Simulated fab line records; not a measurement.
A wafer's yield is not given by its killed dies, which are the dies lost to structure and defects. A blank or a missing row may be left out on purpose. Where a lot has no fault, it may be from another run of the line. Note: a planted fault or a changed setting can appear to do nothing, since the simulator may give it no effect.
Matching of chambers -- flow sky130 -- 3 sister chambers for SKY_VIA1_HDPCVD_00 on hdpcvd-01
The step deposits SiO2, target thk 1030 nm, time 171.7 s. 3 wafers are shown with their chamber, then 8 later ones without.

== WAFERS, EACH WITH ITS CHAMBER ==
wafer,chamber,susceptor-temp-C (C)
L292.5,0,399.78
L292.6,2,399.87
L291.1,1,399.71

== WAFERS WITHOUT THEIR CHAMBER ==
wafer,susceptor-temp-C (C)
L291.2,400.05
L291.4,399.84
L300.1,399.98
L300.2,400.12
L300.6,400.30
L302.4,399.65
L302.5,400.02
L302.6,399.87

== WHICH CHAMBER EACH ONE RAN IN ==
wafer,from the rows above,in truth
L291.2,can't be placed: 2 or 0 or 1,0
L291.4,can't be placed: 2 or 0 or 1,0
L300.1,can't be placed: 2 or 0 or 1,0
L300.2,can't be placed: 2 or 0 or 1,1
L300.6,can't be placed: 2 or 0 or 1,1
L302.4,can't be placed: 1 or 0 or 2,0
L302.5,can't be placed: 2 or 0 or 1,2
L302.6,can't be placed: 2 or 0 or 1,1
0 of 8 placed correctly. From these rows, 8 cannot be placed; in 8 the true chamber is one of the candidates. Placed wrongly: 0.
How it was worked out, from the rows above alone: a wafer's distance from a chamber is the root of the sum, over the readings, of the square of ((its reading less the chamber's mean) divided by the reading's scatter). If the next closest chamber is less than 2 further off than the closest, the wafer can't be placed; otherwise it belongs to the closest. The mean given for a chamber averages the wafers shown for that chamber. The scatter (one wafer shown for each chamber): square how far every hidden wafer sits from the nearest shown wafer, average those squares and take the square root.
